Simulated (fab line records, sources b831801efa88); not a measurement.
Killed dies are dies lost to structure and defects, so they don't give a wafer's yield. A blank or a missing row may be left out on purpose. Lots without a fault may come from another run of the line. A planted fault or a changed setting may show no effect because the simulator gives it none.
fab line records | flow sky130
record lots=13 wafers=39 last_day=50
route steps=708 shown VT_ADJUST_PCH@151 POLY_CUT@316 METAL1@450 VIA1@460
lots that met no fault: from a run of the same line without faults
start_h: hours from the record's first day to the start of the lot's first wafer shown | wait_h: hours since the lot's step before | " the same as in the row above | L1.1+2: a row that stands for several wafers | - no value, or no start given | * or withheld: withheld | < > ~ a bound
route shown NAME@n: a module of which the file shows steps, and the number in the route of the first | usual: mean/standard deviation of fault-free wafers | same: alike in all rows | chamber/n: place in a boat | sites: the reading at each site | _std_site: their standard deviation | _edge_site: outer sites' mean less inner sites' | radius_mm: how far each site lies from the wafer's centre | mask NAME#n: copy n | behind: the tool/chamber that last shaped the wafer | hold: why the lot was held/for how many hours/how that ended | device: the transistor (n, p or np) that didn't switch | end of line: the same wafers' tests at the end of the route | a step without rows: its recipe alone | killed: dies lost to structure and defects at the first sort, not the wafer's yield | map: a wafer's dies, x killed, . not, _ none there
set.NAME: the setting as run; set.NAME@STEP: as run at that earlier step | model.NAME: the simulator's own value behind a step, which no gauge read
steps of the route over a sample of lots; a table a step, a row a wafer
services: from which hour (start_h, from the record's first day; less than 0 if before it) a tool's chamber was out of use, for how many hours, and why
## steps
# step SKY_VT_ADJUST_PCH_IMPLANT_08
# recipe species=B energy_kev=10 dose_cm2=5e+11 tilt_deg=withheld
# usual beam_energy_keV=10.000/0.0031 dose_ions_cm2=5e+11/5.1e+08 faraday_current_uA=2.82/0.056
# columns lot.wafer tool chamber start_h wait_h beam_energy_keV dose_ions_cm2 faraday_current_uA
L493.2 implanter-01 0 225.39 0.0 10.001 5e+11 2.82
L493.3 " 0 " " 9.997 5.002e+11 2.82
L493.4 " 0 " " 10.000 4.994e+11 2.79
L495.2 implanter-01 0 249.09 0.0 10.006 5.001e+11 2.82
L495.3 " 0 " " 10.000 5.003e+11 2.84
L495.5 " 0 " " 10.005 5.003e+11 2.81
L496.1 implanter-02 0 253.80 0.0 9.995 5.006e+11 2.76
L496.4 " 0 " " 9.998 5.009e+11 2.76
L496.5 " 0 " " 9.996 5.011e+11 2.78
L497.1 implanter-04 0 257.00 0.0 9.998 4.993e+11 2.82
L497.4 " 0 " " 10.000 5.002e+11 2.68
L497.6 " 0 " " 9.995 4.995e+11 2.77
L498.1 implanter-02 0 265.85 0.0 10.000 4.998e+11 2.87
L498.3 " 0 " " 10.001 5.001e+11 2.81
L498.5 " 0 " " 10.003 5.004e+11 2.80
L501.2 implanter-02 0 289.77 0.0 9.999 5.003e+11 2.80
L501.5 " 0 " " 9.998 4.994e+11 2.80
L501.6 " 0 " " 10.002 4.987e+11 2.90
L502.3 implanter-02 0 296.50 0.1 10.004 4.993e+11 2.74
L502.4 " 0 " " 10.006 4.991e+11 2.80
L502.6 " 0 " " 10.002 5.007e+11 2.82
L504.3 implanter-02 0 307.70 0.1 9.996 5.006e+11 2.79
L504.5 " 0 " " 9.996 4.999e+11 2.81
L504.6 " 0 " " 9.995 4.996e+11 2.81
L506.1 implanter-01 0 326.72 0.0 10.000 4.998e+11 2.76
L506.2 " 0 " " 10.001 4.995e+11 2.74
L506.4 " 0 " " 10.001 4.992e+11 2.84
L507.2 implanter-02 0 336.32 0.0 10.004 3.438e+11 1.95
L507.3 " 0 " " 10.004 3.443e+11 2.01
L507.6 " 0 " " 10.007 3.442e+11 1.95
L508.4 implanter-02 0 354.87 0.1 10.001 3.43e+11 1.97
L508.5 " 0 " " 10.004 3.438e+11 1.98
L508.6 " 0 " " 10.005 3.435e+11 1.91
L509.1 implanter-02 0 359.00 0.0 10.000 3.437e+11 1.91
L509.2 " 0 " " 9.999 3.441e+11 1.91
L509.5 " 0 " " 9.993 3.437e+11 1.90
L516.2 implanter-04 0 401.59 0.0 9.999 4.995e+11 2.74
L516.4 " 0 " " 9.999 4.994e+11 2.78
L516.5 " 0 " " 9.999 5e+11 2.86
# step SKY_VT_ADJUST_PCH_TW_MEAS_10
# usual VT_ADJUST_PCH_TW=142.6/1.3
# columns lot.wafer tool chamber start_h wait_h VT_ADJUST_PCH_TW
L493.2 film_metro-01 - 225.63 0.1 143.7
L493.3 " - " " 143.4
L493.4 " - " " 143.9
L495.2 film_metro-03 - 249.33 0.1 143.3
L495.3 " - " " 142.8
L495.5 " - " " 142.9
L496.1 film_metro-04 - 254.05 0.1 141.7
L496.4 " - " " 141.8
L496.5 " - " " 141.7
L497.1 film_metro-03 - 257.25 0.1 143.8
L497.4 " - " " 144.2
L497.6 " - " " 143.0
L498.1 film_metro-03 - 266.10 0.1 143.6
L498.3 " - " " 144.0
L498.5 " - " " 143.4
L501.2 film_metro-01 - 290.01 0.1 143.8
L501.5 " - " " 144.3
L501.6 " - " " 145.9
L502.3 film_metro-04 - 296.72 0.1 141.2
L502.4 " - " " 140.6
L502.6 " - " " 140.6
L504.3 film_metro-04 - 307.92 0.1 140.5
L504.5 " - " " 140.9
L504.6 " - " " 141.5
L506.1 film_metro-01 - 326.97 0.1 143.0
L506.2 " - " " 143.4
L506.4 " - " " 143.9
L507.2 film_metro-04 - 336.56 0.1 128.3
L507.3 " - " " 129.1
L507.6 " - " " 128.7
L508.4 film_metro-04 - 355.15 0.1 128.9
L508.5 " - " " 128.4
L508.6 " - " " 128.2
L509.1 film_metro-04 - 359.25 0.1 128.9
L509.2 " - " " 128.9
L509.5 " - " " 128.6
L516.2 film_metro-04 - 401.83 0.1 141.4
L516.4 " - " " 140.8
L516.5 " - " " 141.1
# step SKY_POLY_CUT_OVL_MEAS_09
# usual POLY_CUT_OVL=-1/4
# columns lot.wafer tool chamber start_h wait_h POLY_CUT_OVL[nm]
L493.2 overlay-02 - 552.14 0.1 -2
L493.3 " - " " 8
L493.4 " - " " 2
L495.2 overlay-02 - 587.15 0.1 -4
L495.3 " - " " 1
L495.5 " - " " 2
L496.1 overlay-01 - 593.38 0.1 -7
L496.4 " - " " -3
L496.5 " - " " 0
L497.1 overlay-01 - 598.99 0.1 -8
L497.4 " - " " 3
L497.6 " - " " -5
L498.1 overlay-01 - 606.95 0.1 -10
L498.3 " - " " -3
L498.5 " - " " -3
L501.2 overlay-02 - 638.08 0.1 -3
L501.5 " - " " -4
L501.6 " - " " 1
L502.3 overlay-01 - 645.76 0.1 -3
L502.4 " - " " -4
L502.6 " - " " -5
L504.3 overlay-01 - 655.65 0.1 -5
L504.5 " - " " -1
L504.6 " - " " 1
L506.1 overlay-01 - 672.89 0.1 -3
L506.2 " - " " -4
L506.4 " - " " 2
L507.2 overlay-02 - 685.10 0.1 1
L507.3 " - " " 1
L507.6 " - " " -5
L508.4 overlay-02 - 700.17 0.1 3
L508.5 " - " " -2
L508.6 " - " " -1
L509.1 overlay-02 - 708.23 0.1 -3
L509.2 " - " " 0
L509.5 " - " " -3
L516.2 overlay-02 - 748.34 0.1 -6
L516.4 " - " " -2
L516.5 " - " " 1
# step SKY_METAL1_OVL_MEAS_16
# usual METAL1_OVL=2/4.5
# columns lot.wafer tool chamber start_h wait_h METAL1_OVL[nm]
L493.2 overlay-01 - 759.30 0.1 5
L493.3 " - " " 13
L493.4 " - " " 0
L495.2 overlay-01 - 791.06 0.1 -2
L495.3 " - " " -5
L495.5 " - " " -6
L496.1 overlay-01 - 795.65 0.1 4
L496.4 " - " " 0
L496.5 " - " " 5
L497.1 overlay-01 - 800.10 0.1 4
L497.4 " - " " 2
L497.6 " - " " 7
L498.1 overlay-01 - 808.10 0.1 6
L498.3 " - " " 0
L498.5 " - " " 1
L501.2 overlay-01 - 836.64 0.1 0
L501.5 " - " " -1
L501.6 " - " " -4
L502.3 overlay-01 - 842.56 0.1 11
L502.4 " - " " 6
L502.6 " - " " 8
L504.3 overlay-01 - 849.81 0.1 1
L504.5 " - " " -2
L504.6 " - " " -2
L506.1 overlay-02 - 866.74 0.1 -6
L506.2 " - " " -1
L506.4 " - " " 0
L507.2 overlay-02 - 878.71 0.1 -10
L507.3 " - " " 1
L507.6 " - " " -2
L508.4 overlay-01 - 892.31 0.1 4
L508.5 " - " " 8
L508.6 " - " " 0
L509.1 overlay-01 - 900.45 0.1 0
L509.2 " - " " 0
L509.5 " - " " -11
L516.2 overlay-02 - 936.24 0.1 3
L516.4 " - " " -2
L516.5 " - " " 4
# step SKY_VIA1_CMP_02
# recipe material=SiO2 down_force_psi=4 platen_rpm=61.26 pad_velocity_m_s=0.94248
# usual motor_current_A=12.3/1.1
# columns lot.wafer tool chamber start_h wait_h motor_current_A
L493.2 cmp-01 1 760.47 0.0 14.6
L493.3 " 3 " " 13.9
L493.4 " 0 " " 12.1
L495.3 cmp-01 1 792.06 0.0 12.7
L495.2 " 0 " " 12.0
L495.5 " 1 " " 13.6
L496.4 cmp-02 1 796.64 0.0 11.2
L496.1 " 0 " " 10.6
L496.5 " 1 " " 11.3
L497.1 cmp-02 1 801.20 0.1 11.0
L497.4 " 2 " " 13.3
L497.6 " 0 " " 10.8
L498.3 cmp-02 2 809.20 0.1 12.7
L498.1 " 0 " " 10.2
L498.5 " 2 " " 12.2
L501.2 cmp-02 1 837.69 0.0 11.7
L501.6 " 1 " " 11.2
L501.5 " 2 " " 12.3
L502.4 cmp-01 1 843.85 0.0 13.5
L502.3 " 3 " " 13.8
L502.6 " 1 " " 14.0
L504.3 cmp-01 2 850.79 0.0 11.8
L504.6 " 2 " " 11.4
L504.5 " 3 " " 13.7
L506.4 cmp-01 0 867.73 0.0 12.0
L506.1 " 1 " " 13.9
L506.2 " 2 " " 11.2
L507.3 cmp-01 1 879.68 0.0 13.7
L507.2 " 3 " " 13.5
L507.6 " 2 " " 11.1
L508.4 cmp-02 1 893.32 0.1 11.7
L508.5 " 0 " " 11.0
L508.6 " 1 " " 11.2
L509.2 cmp-02 0 901.52 0.1 10.3
L509.1 " 1 " " 12.0
L509.5 " 0 " " 11.2
L516.2 cmp-02 3 937.31 0.1 11.9
L516.4 " 0 " " 10.8
L516.5 " 2 " " 12.5
## services
# columns tool chamber start_h hours kind
cmp-02 - 254.13 7.4 pm
implanter-02 - 310.71 5.7 pm
implanter-02 - 318.65 1.3 repair
cmp-02 - 404.17 4.0 pm
cmp-02 - 411.52 2.0 repair
cmp-02 - 459.75 0.7 repair
implanter-02 - 506.46 3.9 repair
cmp-02 - 532.33 0.2 repair
cmp-02 - 570.76 2.1 repair
cmp-02 - 590.27 0.8 repair
cmp-02 - 591.13 1.9 repair
cmp-02 - 622.73 2.3 repair
cmp-02 - 624.98 5.6 pm
cmp-02 - 640.03 2.0 repair
implanter-02 - 657.90 6.5 repair
cmp-02 - 675.84 1.5 repair
cmp-02 - 710.24 1.8 repair
implanter-02 - 710.68 4.7 repair
cmp-02 - 744.17 4.0 pm
implanter-02 - 799.82 5.1 pm
cmp-02 - 811.72 0.6 repair
cmp-02 - 826.25 9.9 pm
implanter-02 - 861.60 1.8 repair
implanter-02 - 926.17 3.2 pm
## key
first_sign step=SKY_VT_ADJUST_PCH_IMPLANT_08 reading=dose_ions_cm2 direction=down sigmas=99+ usual=* struck=*
effect step=SKY_VT_ADJUST_PCH_IMPLANT_08 reading=faraday_current_uA direction=down sigmas=16 usual=2.82 struck=1.94
effect step=SKY_VT_ADJUST_PCH_TW_MEAS_10 reading=VT_ADJUST_PCH_TW direction=down sigmas=11 usual=142.6 struck=128.7
met_at SKY_VT_ADJUST_PCH_IMPLANT_08
struck_lots L507,L508,L509
tester_left_out L507,L508,L509
not_acting_at SKY_POLY_CUT_OVL_MEAS_09,SKY_METAL1_OVL_MEAS_16,SKY_VIA1_CMP_02
onset_between 307.70 336.32
fault kind=process_parameter_drift tool=implanter-02 chamber=- onset_h=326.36 steps=SKY_VT_ADJUST_PCH_IMPLANT_08 channel=dose_cm2 offset=* shape=step end_h=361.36 acts_in=* stated=*
# tester_left_out: of these lots the tester's yield and bins aren't shown, on N5 and GAA mostly nor the transistor test; their killed dies are dies lost to structure and defects alone, not to doping, threshold or leakage, so they don't give the yield
